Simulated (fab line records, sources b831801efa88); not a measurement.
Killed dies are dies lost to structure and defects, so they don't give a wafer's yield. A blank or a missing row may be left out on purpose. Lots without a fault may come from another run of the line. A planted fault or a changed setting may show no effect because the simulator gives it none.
Chamber matching | flow sky130 | SKY_POLY_CUT_ETCH_11 on rie_diel-03: 4 sister chambers
The step etches Si3N4 in CF4/CH2F2/Ar, stops on poly-Si, time 42.5 s, target depth 60 nm. 8 wafers are shown with their chamber, then 8 later ones without.

WAFERS WITH THEIR CHAMBER
wafer  | chamber | drypump_motor_current_A (A) | ch2f2_flow_sccm (sccm)
L200.4 | 2       | 6.3                         | 19.98
L199.1 | 3       | 6.4                         | 20.06
L199.2 | 0       | 6.4                         | 20.02
L199.4 | 1       | 5.1                         | 20.13
L206.4 | 3       | 6.4                         | 20.04
L206.5 | 0       | 6.4                         | 20.07
L206.6 | 1       | 5.1                         | 20.05
L211.2 | 2       | 6.2                         | 19.95

WAFERS WITHOUT THEIR CHAMBER
wafer  | drypump_motor_current_A (A) | ch2f2_flow_sccm (sccm)
L211.3 | 6.4                         | 19.91
L211.4 | 5.1                         | 19.99
L212.4 | 5.1                         | 19.97
L212.5 | 6.3                         | 20.06
L212.6 | 6.4                         | 20.01
L215.2 | 6.4                         | 19.98
L215.3 | 5.0                         | 19.88
L215.6 | 6.4                         | 20.02

WHICH CHAMBER EACH WENT THROUGH
wafer  | from the rows above          | in truth
L211.3 | can't be placed: 0 or 3 or 2 | 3
L211.4 | 1                            | 1
L212.4 | 1                            | 1
L212.5 | can't be placed: 3 or 0 or 2 | 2
L212.6 | can't be placed: 0 or 3      | 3
L215.2 | can't be placed: 0 or 3      | 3
L215.3 | 1                            | 1
L215.6 | can't be placed: 0 or 3      | 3
Placed correctly: 3 of 8. Can't be placed from these rows: 5 (the true chamber is among the candidates in 5). Placed wrongly: 0.
How it was worked out, from the rows above alone: a wafer's distance from a chamber is the root of the sum, over the readings, of the square of ((its reading less the chamber's mean) divided by the reading's scatter). The wafer belongs to the nearest chamber; if the next one is less than 2 further off, it can't be placed. A chamber's mean is the mean of its shown wafers. The scatter: the root of (the sum of the squares of (reading less its chamber's mean) over the shown wafers, divided by (wafers less chambers)).
